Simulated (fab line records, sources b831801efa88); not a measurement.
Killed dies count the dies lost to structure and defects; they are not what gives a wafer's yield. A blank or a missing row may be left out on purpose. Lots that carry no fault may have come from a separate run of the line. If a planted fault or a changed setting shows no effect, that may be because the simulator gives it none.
fab line records ; flow sky130 ; part 2 of 2: steps 29 to 38 of 38
record lots=5; wafers=15; last_day=50
route steps=708 shown DNWELL@41 PWDE@45 NWELL@56
lots with no fault: from the same line, run without faults
start_h: hours from the record's opening day to when the first of the lot's shown wafers began ; wait_h: hours since the lot's step before ; " identical to the entry in the row above ; L1.1+2: a single row standing in for several wafers ; - no value, or no start given ; * or withheld: withheld ; < > ~ a bound
route shown NAME@n: names a module that has steps shown in the file, with the first one's number in the route ; usual: mean/standard deviation taken from wafers without a fault ; same: alike in all rows ; chamber/n: place in a boat ; sites: the reading at each site ; _std_site: the values' standard deviation ; _edge_site: mean of outer sites minus mean of inner sites ; radius_mm: for every site, how far away it sits from the centre of the wafer ; mask NAME#n: copy n ; behind: the last tool/chamber to shape the wafer ; hold: cause of the lot's hold/its duration in hours/its outcome ; device: the transistor (n, p or np) that didn't switch ; end of line: tests of these same wafers at the route's end ; step lacking rows: just its recipe ; killed: dies that structure and defects cost at the first sort, which is not the same as the wafer's yield ; map: a wafer's dies, marking killed ones x, the rest . and places with no die _
set.NAME: the run value of the setting; set.NAME@STEP: its run value at that earlier step ; model.NAME: the simulator's own value behind a step, which no gauge read
lots seen at some steps along the route; tables by step, rows by wafer
services: when a tool's chamber went out of use (start_h, in hours from the record's first day, below 0 if earlier), for how many hours, and the reason
## steps
# step SKY_NWELL_DEHYDRATE_16
# recipe temp_c=200; time_s=60
# usual resist_line_temp_C=23.01/0.1
lot.wafer;tool;chamber;start_h;wait_h;resist_line_temp_C
L078.1;litho_track-01;0;121.04;8.8;23.06
L078.4;litho_track-01;0;121.04;8.8;23.03
L078.5;litho_track-01;0;121.04;8.8;22.98
L081.4;litho_track-01;0;141.92;9.2;23.04
L081.5;litho_track-01;0;141.92;9.2;22.93
L081.6;litho_track-01;0;141.92;9.2;23.02
L083.2;litho_track-03;0;163.75;9.7;22.92
L083.4;litho_track-03;0;163.75;9.7;23.00
L083.5;litho_track-03;0;163.75;9.7;23.01
L094.1;litho_track-01;0;219.49;10.4;23.00
L094.2;litho_track-01;0;219.49;10.4;23.06
L094.6;litho_track-01;0;219.49;10.4;23.00
L095.2;litho_track-02;0;222.43;10.5;23.09
L095.4;litho_track-02;0;222.43;10.5;22.83
L095.5;litho_track-02;0;222.43;10.5;23.02
# step SKY_NWELL_HMDS_17
# recipe prime_time_s=60; prime_temp_c=120
# usual resist_line_temp_C=22.97/0.1
lot.wafer;tool;chamber;start_h;wait_h;resist_line_temp_C
L078.1;litho_track-01;0;121.19;0.1;23.22
L078.4;litho_track-01;0;121.19;0.1;23.16
L078.5;litho_track-01;0;121.19;0.1;23.02
L081.4;litho_track-01;0;142.07;0.1;23.19
L081.5;litho_track-01;0;142.07;0.1;22.91
L081.6;litho_track-01;0;142.07;0.1;22.94
L083.2;litho_track-03;0;163.90;0.1;23.10
L083.4;litho_track-03;0;163.90;0.1;22.94
L083.5;litho_track-03;0;163.90;0.1;22.95
L094.1;litho_track-01;0;219.64;0.1;22.73
L094.2;litho_track-01;0;219.64;0.1;23.05
L094.6;litho_track-01;0;219.64;0.1;23.06
L095.2;litho_track-02;0;222.58;0.1;22.76
L095.4;litho_track-02;0;222.58;0.1;22.86
L095.5;litho_track-02;0;222.58;0.1;22.83
# step SKY_NWELL_COAT_18
# recipe spin_rpm=2000; resist_thk_nm=3000
# usual dispense_pressure_kPa=48.5/2.9; resist_line_temp_C=22.99/0.098
lot.wafer;tool;chamber;start_h;wait_h;dispense_pressure_kPa;resist_line_temp_C
L078.1;litho_track-01;0;121.34;0.1;51.3;22.98
L078.4;litho_track-01;0;121.34;0.1;51.3;23.04
L078.5;litho_track-01;0;121.34;0.1;51.2;23.25
L081.4;litho_track-01;0;142.22;0.1;51.3;23.05
L081.5;litho_track-01;0;142.22;0.1;51.3;22.98
L081.6;litho_track-01;0;142.22;0.1;51.3;22.98
L083.2;litho_track-03;0;164.05;0.1;48.7;22.74
L083.4;litho_track-03;0;164.05;0.1;48.7;22.84
L083.5;litho_track-03;0;164.05;0.1;48.7;22.89
L094.1;litho_track-01;0;219.79;0.1;51.3;22.96
L094.2;litho_track-01;0;219.79;0.1;51.2;22.96
L094.6;litho_track-01;0;219.79;0.1;51.3;23.10
L095.2;litho_track-02;0;222.73;0.1;42.5;22.92
L095.4;litho_track-02;0;222.73;0.1;42.6;22.87
L095.5;litho_track-02;0;222.73;0.1;42.5;23.01
# step SKY_NWELL_SOFTBAKE_19
# recipe temp_c=110; time_s=withheld
# usual resist_line_temp_C=23.02/0.11
lot.wafer;tool;chamber;start_h;wait_h;resist_line_temp_C
L078.1;litho_track-01;0;121.49;0.1;22.90
L078.4;litho_track-01;0;121.49;0.1;22.85
L078.5;litho_track-01;0;121.49;0.1;23.04
L081.4;litho_track-01;0;142.39;0.1;23.10
L081.5;litho_track-01;0;142.39;0.1;22.90
L081.6;litho_track-01;0;142.39;0.1;23.13
L083.2;litho_track-03;0;164.21;0.1;22.98
L083.4;litho_track-03;0;164.21;0.1;23.04
L083.5;litho_track-03;0;164.21;0.1;22.93
L094.1;litho_track-01;0;219.94;0.1;22.99
L094.2;litho_track-01;0;219.94;0.1;23.10
L094.6;litho_track-01;0;219.94;0.1;23.19
L095.2;litho_track-02;0;222.88;0.1;23.10
L095.4;litho_track-02;0;222.88;0.1;22.95
L095.5;litho_track-02;0;222.88;0.1;23.14
# step SKY_NWELL_EXPOSE_20
# recipe mask_id=NWM_COMPLEMENT; na=0.6; source_shape=conventional; sigma_outer=0.6; polarization=unpolarized; target_cd_nm=840; dose_mj=260
lot.wafer;tool;chamber;start_h;wait_h;mask
L078.1+4+5;iline_stepper-01;0;-;-;NWM_COMPLEMENT#0
L081.4+5+6;iline_stepper-02;0;-;-;NWM_COMPLEMENT#0
L083.2+4+5;iline_stepper-01;0;-;-;NWM_COMPLEMENT#0
L094.1+2+6;iline_stepper-01;0;-;-;NWM_COMPLEMENT#0
L095.2+4+5;iline_stepper-01;0;-;-;NWM_COMPLEMENT#0
# step SKY_NWELL_PEB_21
# recipe temp_c=115; time_s=withheld
# usual resist_line_temp_C=22.99/0.11
lot.wafer;tool;chamber;start_h;wait_h;resist_line_temp_C
L078.1;litho_track-01;0;-;-;22.96
L078.4;litho_track-01;0;-;-;23.08
L078.5;litho_track-01;0;-;-;22.99
L081.4;litho_track-01;0;-;-;22.87
L081.5;litho_track-01;0;-;-;22.80
L081.6;litho_track-01;0;-;-;22.99
L083.2;litho_track-03;0;-;-;23.08
L083.4;litho_track-03;0;-;-;22.87
L083.5;litho_track-03;0;-;-;22.90
L094.1;litho_track-03;0;-;-;23.09
L094.2;litho_track-03;0;-;-;22.99
L094.6;litho_track-03;0;-;-;22.91
L095.2;litho_track-02;0;-;-;23.04
L095.4;litho_track-02;0;-;-;23.01
L095.5;litho_track-02;0;-;-;22.93
# step SKY_NWELL_DEVELOP_22
# recipe wall_angle_deg=90; developer=TMAH; develop_time_s=60; dev_temp_c=23
# usual resist_line_temp_C=23.00/0.093
# same develop_time_s=60
lot.wafer;tool;chamber;start_h;wait_h;resist_line_temp_C
L078.1;litho_track-01;0;-;-;22.85
L078.4;litho_track-01;0;-;-;23.07
L078.5;litho_track-01;0;-;-;22.86
L081.4;litho_track-01;0;-;-;22.90
L081.5;litho_track-01;0;-;-;23.00
L081.6;litho_track-01;0;-;-;23.01
L083.2;litho_track-03;0;-;-;22.98
L083.4;litho_track-03;0;-;-;22.93
L083.5;litho_track-03;0;-;-;22.94
L094.1;litho_track-03;0;-;-;23.03
L094.2;litho_track-03;0;-;-;22.87
L094.6;litho_track-03;0;-;-;22.90
L095.2;litho_track-02;0;-;-;23.01
L095.4;litho_track-02;0;-;-;22.99
L095.5;litho_track-02;0;-;-;22.96
# step SKY_NWELL_OVL_MEAS_23
# usual NWELL_01_OVL=0.4/1.3
lot.wafer;tool;chamber;start_h;wait_h;NWELL_01_OVL[nm]
L078.1;overlay-02;-;131.14;-;0.3
L078.4;overlay-02;-;131.14;-;-0.9
L078.5;overlay-02;-;131.14;-;-0.2
L081.4;overlay-01;-;152.41;-;1.3
L081.5;overlay-01;-;152.41;-;-1.0
L081.6;overlay-01;-;152.41;-;0.0
L083.2;overlay-02;-;174.53;-;-0.1
L083.4;overlay-02;-;174.53;-;0.1
L083.5;overlay-02;-;174.53;-;-1.8
L094.1;overlay-01;-;231.02;-;-0.5
L094.2;overlay-01;-;231.02;-;0.6
L094.6;overlay-01;-;231.02;-;0.0
L095.2;overlay-01;-;234.41;-;1.4
L095.4;overlay-01;-;234.41;-;-1.3
L095.5;overlay-01;-;234.41;-;1.1
# step SKY_NWELL_IMPLANT_24
# recipe species=B; energy_kev=140; dose_cm2=9.2e+12; tilt_deg=withheld
lot.wafer;tool;chamber;start_h;wait_h
L078.1+4+5;implanter-02;0;131.18;0.0
L081.4+5+6;implanter-02;0;152.50;0.1
L083.2+4+5;implanter-02;0;174.58;0.0
L094.1+2+6;implanter-03;0;231.06;0.0
L095.2+4+5;implanter-02;0;234.46;0.0
# step SKY_NWELL_STRIP_25
# recipe chemistry=O2/N2; power_w=1400; pressure_mtorr=1500; platen_temp_c=withheld; o2_flow_sccm=3000; n2_flow_sccm=300; overash_fraction=0.5
# usual drypump_motor_current_A=5.8/0.34; oes_product_au=0.722/0.0045; strip_time_to_endpoint_s=36.92/0.096
lot.wafer;tool;chamber;start_h;wait_h;drypump_motor_current_A;oes_product_au;rf_hours_counter_h;strip_time_to_endpoint_s
L078.1;plasma_asher-03;0;131.33;0.1;6.1;0.721;43;36.88
L078.4;plasma_asher-03;1;131.33;0.1;5.8;0.724;-;36.91
L078.5;plasma_asher-03;1;131.33;0.1;5.8;0.723;-;36.88
L081.4;plasma_asher-03;0;152.61;0.1;6.0;0.724;-;36.93
L081.5;plasma_asher-03;0;152.61;0.1;6.0;0.715;-;36.83
L081.6;plasma_asher-03;1;152.61;0.1;5.8;0.723;-;36.87
L083.2;plasma_asher-02;0;174.71;0.1;5.1;0.719;49;36.85
L083.4;plasma_asher-02;0;174.71;0.1;5.1;0.713;-;36.94
L083.5;plasma_asher-02;0;174.71;0.1;5.1;0.728;-;36.99
L094.1;plasma_asher-01;1;231.21;0.1;5.4;0.721;12;36.78
L094.2;plasma_asher-01;0;231.21;0.1;6.0;0.720;12;36.92
L094.6;plasma_asher-01;1;231.21;0.1;5.5;0.727;-;36.81
L095.2;plasma_asher-03;1;234.59;0.1;5.9;0.724;51;36.93
L095.4;plasma_asher-03;0;234.59;0.1;6.1;0.724;-;36.88
L095.5;plasma_asher-03;0;234.59;0.1;6.0;0.728;-;37.00
## services
tool;chamber;start_h;hours;kind
iline_stepper-02;-;61.66;4.4;pm
implanter-02;-;65.35;1.3;repair
plasma_asher-03;-;66.70;6.9;repair
iline_stepper-02;0;70.83;-;calibration
implanter-04;-;76.42;2.0;repair
iline_stepper-01;-;76.88;1.7;pm
plasma_asher-04;-;77.61;2.8;pm
implanter-04;-;80.83;1.8;repair
plasma_asher-01;-;108.75;9.0;pm
plasma_asher-01;0;108.75;9.0;vent_cycle
implanter-01;-;145.76;8.0;pm
iline_stepper-02;-;155.46;9.8;repair
plasma_asher-03;-;158.96;5.2;repair
plasma_asher-03;-;168.04;2.3;repair
plasma_asher-03;-;171.45;10.7;repair
iline_stepper-01;0;172.39;-;calibration
implanter-04;-;176.91;0.6;repair
plasma_asher-04;-;177.59;1.6;repair
plasma_asher-02;-;185.11;2.8;pm
implanter-04;-;188.94;11.1;repair
plasma_asher-01;-;205.00;3.7;repair
litho_track-04;-;213.69;-;consumable_replace:filter
iline_stepper-02;-;225.38;1.7;pm
implanter-02;-;228.05;3.4;repair
